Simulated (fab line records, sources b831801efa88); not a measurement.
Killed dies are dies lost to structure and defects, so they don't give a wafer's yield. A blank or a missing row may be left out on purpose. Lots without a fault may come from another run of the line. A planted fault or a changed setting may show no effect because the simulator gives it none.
fab line records | flow sky130
record lots=5 wafers=15 last_day=50
route steps=708 shown NWELL@61
lots that met no fault: from a run of the same line without faults
start_h: hours from the record's first day to the start of the lot's first wafer shown | wait_h: hours since the lot's step before | " the same as in the row above | L1.1+2: a row that stands for several wafers | - no value, or no start given | * or withheld: withheld | < > ~ a bound
route shown NAME@n: a module of which the file shows steps, and the number in the route of the first | usual: mean/standard deviation of fault-free wafers | same: alike in all rows | chamber/n: place in a boat | sites: the reading at each site | _std_site: their standard deviation | _edge_site: outer sites' mean less inner sites' | radius_mm: how far each site lies from the wafer's centre | mask NAME#n: copy n | behind: the tool/chamber that last shaped the wafer | hold: why the lot was held/for how many hours/how that ended | device: the transistor (n, p or np) that didn't switch | end of line: the same wafers' tests at the end of the route | a step without rows: its recipe alone | killed: dies lost to structure and defects at the first sort, not the wafer's yield | map: a wafer's dies, x killed, . not, _ none there
set.NAME: the setting as run; set.NAME@STEP: as run at that earlier step | model.NAME: the simulator's own value behind a step, which no gauge read
lots at some steps of the route; a table a step, a row a wafer
services: from which hour (start_h, from the record's first day; less than 0 if before it) a tool's chamber was out of use, for how many hours, and why
## steps
# step SKY_NWELL_PEB_08
# recipe temp_c=115 time_s=withheld
# step SKY_NWELL_DEVELOP_09
# recipe wall_angle_deg=90 developer=TMAH develop_time_s=60 dev_temp_c=23
# step SKY_NWELL_OVL_MEAS_10
# usual NWELL_00_OVL=-0.1/1.4
# columns lot.wafer tool chamber start_h wait_h NWELL_00_OVL[nm]
L216.1 overlay-01 - 99.73 - -0.1
L216.3 " - " " -2.9
L216.6 " - " " -1.2
L218.1 overlay-01 - 114.95 - -1.0
L218.4 " - " " -0.2
L218.6 " - " " -0.4
L220.1 overlay-01 - 121.08 - -0.1
L220.2 " - " " 0.8
L220.6 " - " " -0.2
L233.3 overlay-01 - 204.39 - -1.0
L233.4 " - " " -2.0
L233.5 " - " " -1.1
L235.2 overlay-01 - 210.94 - -1.4
L235.4 " - " " -0.2
L235.6 " - " " -1.1
# step SKY_NWELL_IMPLANT_11
# recipe species=P energy_kev=400 dose_cm2=1.9e+13 tilt_deg=withheld
# step SKY_NWELL_IMPLANT_12
# recipe species=P energy_kev=120 dose_cm2=1.3e+12 tilt_deg=withheld
# step SKY_NWELL_IMPLANT_13
# recipe species=P energy_kev=50 dose_cm2=7e+11 tilt_deg=withheld
# step SKY_NWELL_STRIP_14
# recipe chemistry=O2/N2 power_w=1400 pressure_mtorr=1500 platen_temp_c=withheld o2_flow_sccm=3000 n2_flow_sccm=300 overash_fraction=0.5
# usual chamber_pressure_mTorr=1499.9/1.3 drypump_motor_current_A=5.7/0.38 o2_flow_sccm=3000/7.5 oes_product_au=0.722/0.0048 strip_time_to_endpoint_s=36.91/0.11
# columns lot.wafer tool chamber start_h wait_h chamber_pressure_mTorr drypump_motor_current_A o2_flow_sccm oes_product_au rf_hours_counter_h strip_time_to_endpoint_s
L216.1 plasma_asher-01 0 100.22 0.1 1501.7 6.3 3002 0.731 38 37.18
L216.3 " 0 " " 1500.2 6.3 3000 0.720 - 37.04
L216.6 " 0 " " 1498.8 6.3 2990 0.720 - 37.03
L218.1 plasma_asher-01 1 115.44 0.1 1501.3 5.4 2999 0.718 40 36.81
L218.4 " 1 " " 1497.6 5.4 2997 0.723 - 36.89
L218.6 " 0 " " 1499.2 6.4 3016 0.722 - 36.99
L220.1 plasma_asher-03 0 121.57 0.1 1499.3 5.1 2996 0.714 32 36.98
L220.2 " 1 " " 1497.3 6.0 3000 0.716 32 36.97
L220.6 " 1 " " 1500.3 6.0 2997 0.724 - 36.99
L233.3 plasma_asher-03 1 204.90 0.1 1497.9 6.0 3000 0.720 - 36.86
L233.4 " 0 " " 1500.1 5.0 2998 0.722 - 36.89
L233.5 " 0 " " 1499.0 5.1 2998 0.723 - 36.88
L235.2 plasma_asher-02 0 211.42 0.1 1499.2 5.6 2988 0.720 54 36.76
L235.4 " 0 " " 1500.1 5.6 3005 0.730 - 36.78
L235.6 " 0 " " 1499.7 5.6 3012 0.719 - 36.77
# step SKY_NWELL_TW_MEAS_15
# usual NWELL_TW=1808/31
# columns lot.wafer tool chamber start_h wait_h NWELL_TW
L216.1 film_metro-04 - 100.32 0.1 1845
L216.3 " - " " 1842
L216.6 " - " " 1854
L218.1 film_metro-02 - 115.54 0.1 1775
L218.4 " - " " 1779
L218.6 " - " " 1776
L220.1 film_metro-01 - 121.67 0.1 1784
L220.2 " - " " 1781
L220.6 " - " " 1774
L233.3 film_metro-04 - 204.99 0.1 1851
L233.4 " - " " 1835
L233.5 " - " " 1850
L235.2 film_metro-01 - 211.53 0.1 1792
L235.4 " - " " 1801
L235.6 " - " " 1788
# step SKY_NWELL_DEHYDRATE_16
# recipe temp_c=200 time_s=60
# step SKY_NWELL_HMDS_17
# recipe prime_time_s=60 prime_temp_c=120
# step SKY_NWELL_COAT_18
# recipe spin_rpm=2000 resist_thk_nm=3000
# step SKY_NWELL_SOFTBAKE_19
# recipe temp_c=110 time_s=withheld
# step SKY_NWELL_EXPOSE_20
# recipe mask_id=NWM_COMPLEMENT na=0.6 source_shape=conventional sigma_outer=0.6 polarization=unpolarized target_cd_nm=840 dose_mj=260
# same na=0.6
# columns lot.wafer tool chamber start_h wait_h mask
L216.1+3+6 iline_stepper-01 0 109.23 - NWM_COMPLEMENT#0
L218.1+4+6 iline_stepper-02 0 124.67 - NWM_COMPLEMENT#0
L220.1+2+6 iline_stepper-01 0 131.08 - NWM_COMPLEMENT_R1#0
L233.3+4+5 iline_stepper-01 0 214.92 - NWM_COMPLEMENT#0
L235.2+4+6 iline_stepper-02 0 222.35 - NWM_COMPLEMENT#0
# step SKY_NWELL_PEB_21
# recipe temp_c=115 time_s=withheld
## services
# columns tool chamber start_h hours kind
iline_stepper-02 0 90.40 - calibration
plasma_asher-03 - 90.71 2.8 pm
plasma_asher-03 - 115.91 0.9 repair
iline_stepper-01 - 147.87 2.6 repair
iline_stepper-01 - 162.22 4.4 pm
iline_stepper-02 - 172.31 1.7 pm
iline_stepper-01 0 177.36 - calibration
iline_stepper-02 - 206.47 8.9 pm
plasma_asher-01 - 206.61 5.0 repair
## key
first_sign step=SKY_NWELL_EXPOSE_20 reading=mask direction=changed
effect none on later readings
met_at SKY_NWELL_EXPOSE_20
struck_wafers L220.1,L220.2,L220.6
sort_left_out L220.1,L220.2,L220.6
tester_left_out L220
onset_between 109.23 131.08
fault kind=wrong_mask tool=any chamber=- onset_h=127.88 steps=SKY_NWELL_EXPOSE_20 aux_copy=NWM_COMPLEMENT_R1#0 cd_offset_nm=-168 scope=struck_lots_only
# tester_left_out: of these lots the tester's yield and bins aren't shown, on N5 and GAA mostly nor the transistor test; their killed dies are dies lost to structure and defects alone, not to doping, threshold or leakage, so they don't give the yield
# sort_left_out: the simulated sort isn't trusted on such a fault, so these wafers' sort isn't shown, and their yield isn't known
